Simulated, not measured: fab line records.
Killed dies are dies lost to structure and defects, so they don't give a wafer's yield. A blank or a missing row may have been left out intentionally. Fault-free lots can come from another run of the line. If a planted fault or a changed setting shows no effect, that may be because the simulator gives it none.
A lot that was struck, set against a sound lot ; flow sky130 ; 43 steps out of a route of 708
Sound: the wafers L843.3, L843.5, L843.6. Struck: wafers L851.1, L851.2 (left out: L851.4, a lot-mate that was not struck); the cause follows at the end.
Order at every step that has rows: each side's tool, ch and its chambers, its first start. Under that, the readings that differ: sound wafers ; struck wafers ; difference of the means ; sigmas: that difference in standard deviations of wafers without a fault.
alike: a reading whose means differ by less than 2 such deviations, as well as words and numbers matching on both sides. not compared: withheld readings; readings where some wafer has no value; bounds like >300 that might hide an equal value; numbers whose values overlap and for which the record gives no deviation.
A row with sigmas, a row that says differs or no value, or rows on one side alone: a step with any of these is where the two part. When numbers do not overlap yet have no deviation, they are printed without sigmas and do not part them. A reading that every wafer of one side lacks parts them only if that side has two wafers or more.

first, 6 steps without rows for these wafers: SKY_DNWELL_COAT_02 (resist thk 3000 nm); SKY_DNWELL_SOFTBAKE_03; SKY_DNWELL_EXPOSE_04 (exposes mask DNM, target cd 3000 nm); SKY_DNWELL_PEB_05; SKY_DNWELL_DEVELOP_06 (develop time 60 s); SKY_DNWELL_IMPLANT_07.
SKY_DNWELL_STRIP_08: strips in O2/N2.
  sound on plasma_asher-04 ch 0,1, day 4 07:44; struck on plasma_asher-04 ch 0,1, day 5 19:53
reading;sound;struck;difference;sigmas
rf_hours_counter_h (h);- - -;34 34;no value on the sound wafers;
  alike: drypump_motor_current_A, oes_product_au, strip_time_to_endpoint_s
SKY_DNWELL_TW_MEAS_09:
  sound on film_metro-03, day 4 07:49; struck on film_metro-01, day 5 19:59
  alike: DNWELL_TW
then, 4 steps without rows for these wafers: SKY_PWDE_DEHYDRATE_00 (time 60 s); SKY_PWDE_HMDS_01 (prime time 60 s); SKY_PWDE_COAT_02 (resist thk 3000 nm); SKY_PWDE_SOFTBAKE_03.
SKY_PWDE_EXPOSE_04: exposes mask PWDEM, target cd 840 nm.
  sound on iline_stepper-02 ch 0, day 4 15:49; struck on iline_stepper-02 ch 0, day 6 05:10
  alike: mask
then, 2 steps without rows for these wafers: SKY_PWDE_PEB_05; SKY_PWDE_DEVELOP_06 (develop time 60 s).
SKY_PWDE_OVL_MEAS_07:
  sound on overlay-02, day 5 00:23; struck on overlay-02, day 6 14:23
  alike: PWDE_OVL
then, 1 step without rows for these wafers: SKY_PWDE_IMPLANT_08.
SKY_PWDE_STRIP_09: strips in O2/N2.
  sound on plasma_asher-04 ch 0,1, day 5 00:35; struck on plasma_asher-04 ch 0,1, day 6 14:34
reading;sound;struck;difference;sigmas
rf_hours_counter_h (h);- - -;36 36;no value on the sound wafers;
  alike: drypump_motor_current_A, oes_product_au, strip_time_to_endpoint_s
SKY_PWDE_TW_MEAS_10:
  sound on film_metro-04, day 5 00:41; struck on film_metro-01, day 6 14:40
  alike: PWDE_TW
then, 7 steps without rows for these wafers: SKY_NWELL_DEHYDRATE_03 (time 60 s); SKY_NWELL_HMDS_04 (prime time 60 s); SKY_NWELL_COAT_05 (resist thk 3000 nm); SKY_NWELL_SOFTBAKE_06; SKY_NWELL_EXPOSE_07 (exposes mask NWM, target cd 840 nm); SKY_NWELL_PEB_08; SKY_NWELL_DEVELOP_09 (develop time 60 s).
SKY_NWELL_OVL_MEAS_10:
  sound on overlay-02, day 5 19:06; struck on overlay-01, day 7 10:02
  alike: NWELL_00_OVL
then, 3 steps without rows for these wafers: SKY_NWELL_IMPLANT_11; SKY_NWELL_IMPLANT_12; SKY_NWELL_IMPLANT_13.
SKY_NWELL_STRIP_14: strips in O2/N2.
  sound on plasma_asher-04 ch 0,1, day 5 19:37; struck on plasma_asher-04 ch 0,1, day 7 10:31
reading;sound;struck;difference;sigmas
rf_hours_counter_h (h);- - -;37 37;no value on the sound wafers;
  alike: drypump_motor_current_A, oes_product_au, strip_time_to_endpoint_s
SKY_NWELL_TW_MEAS_15:
  sound on film_metro-01, day 5 19:41; struck on film_metro-04, day 7 10:37
reading;sound;struck;difference;sigmas
NWELL_TW;1864 1861 1864;1835 1855;-18;-2
then, 7 steps without rows for these wafers: SKY_NWELL_DEHYDRATE_16 (time 60 s); SKY_NWELL_HMDS_17 (prime time 60 s); SKY_NWELL_COAT_18 (resist thk 3000 nm); SKY_NWELL_SOFTBAKE_19; SKY_NWELL_EXPOSE_20 (exposes mask NWM COMPLEMENT, target cd 840 nm); SKY_NWELL_PEB_21; SKY_NWELL_DEVELOP_22 (develop time 60 s).
SKY_NWELL_OVL_MEAS_23:
  sound on overlay-01, day 6 13:32; struck on overlay-02, day 8 07:03
  alike: NWELL_01_OVL
then, 1 step without rows for these wafers: SKY_NWELL_IMPLANT_24.
SKY_NWELL_STRIP_25: strips in O2/N2.
  sound on plasma_asher-02 ch 0,1, day 6 13:44; struck on plasma_asher-02 ch 0,1, day 8 07:14
reading;sound;struck;difference;sigmas
rf_hours_counter_h (h);- - -;53 53;no value on the sound wafers;
  alike: drypump_motor_current_A, oes_product_au, strip_time_to_endpoint_s
-- the record jumps here: 41 days lie between the struck wafers' starts before and after (it left off in module NWELL and takes up again in module PAD_OPEN, whose first step shown is number 708 of the route) --
SKY_PAD_OPEN_PROBE_99:
  sound on prober-02, day 47 03:01; struck on prober-02, day 49 07:21
reading;sound;struck;difference;sigmas
model.etest.res_p_drift_20v.width_nm (nm);838.1 832.9 827.1;847.4 850.5;+16.2;
  alike: killed_at_M0_to_M3, killed_at_M4_up, killed_at_contacts, killed_at_front_end, killed_at_other, killed_dies, killed_open, killed_short

== WHERE THEY PART ==
At SKY_DNWELL_STRIP_08 first; at SKY_NWELL_STRIP_25 last (within this record only). Later steps at which nothing parts them and some readings are alike: SKY_PAD_OPEN_PROBE_99.

WHY: what had been put in by the simulator
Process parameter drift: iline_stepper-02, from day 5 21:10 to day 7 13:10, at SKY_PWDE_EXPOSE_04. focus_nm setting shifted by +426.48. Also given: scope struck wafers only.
